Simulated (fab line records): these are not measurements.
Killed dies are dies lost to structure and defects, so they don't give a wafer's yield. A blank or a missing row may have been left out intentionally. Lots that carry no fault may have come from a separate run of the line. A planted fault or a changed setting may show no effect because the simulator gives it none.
Matching of chambers    flow sky130    cmp-02 running SKY_VIA3_CMP_02: 4 sister chambers
The step polishes SiO2. 8 wafers are shown with their chamber, then 12 later ones without.

WAFERS WITH THEIR CHAMBER
wafer   chamber  motorCurrentA (A)
L084.1  2        12.1
L084.2  0        11.1
L085.1  1        13.5
L085.2  3        10.5
L085.4  0        11.8
L086.3  1        13.7
L086.5  2        11.3
L086.6  3        10.6

WAFERS WHOSE CHAMBER IS MISSING
wafer   motorCurrentA (A)
L090.1  10.6
L090.2  13.9
L090.6  13.5
L092.1  11.3
L092.2  13.8
L092.4  11.2
L093.2  11.4
L093.5  13.2
L093.6  11.7
L095.2  10.1
L095.3  11.2
L095.4  13.7

THE CHAMBER EACH PASSED THROUGH
wafer   from the rows above           in truth
L090.1  3                             3
L090.2  1                             1
L090.6  1                             1
L092.1  can't be placed: 0 or 2 or 3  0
L092.2  1                             1
L092.4  can't be placed: 0 or 2 or 3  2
L093.2  can't be placed: 0 or 2       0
L093.5  1                             1
L093.6  can't be placed: 2 or 0       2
L095.2  3                             3
L095.3  can't be placed: 0 or 2 or 3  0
L095.4  1                             1
7 of 12 placed correctly. Not placeable from these rows: 5 (in 5, the candidates include the true chamber). 0 placed wrongly.
How it was worked out, from the rows above alone: a wafer's distance from a chamber is the root of the sum, over the readings, of the square of ((its reading less the chamber's mean) divided by the reading's scatter). If the next closest chamber is less than 2 further off than the closest, the wafer can't be placed; otherwise it belongs to the closest. For every chamber, the mean is computed from those of its wafers that are shown. How the scatter is found: for the shown wafers, subtract from each reading the mean of its chamber, square and add these, divide the total by (wafers less chambers), then take the root.
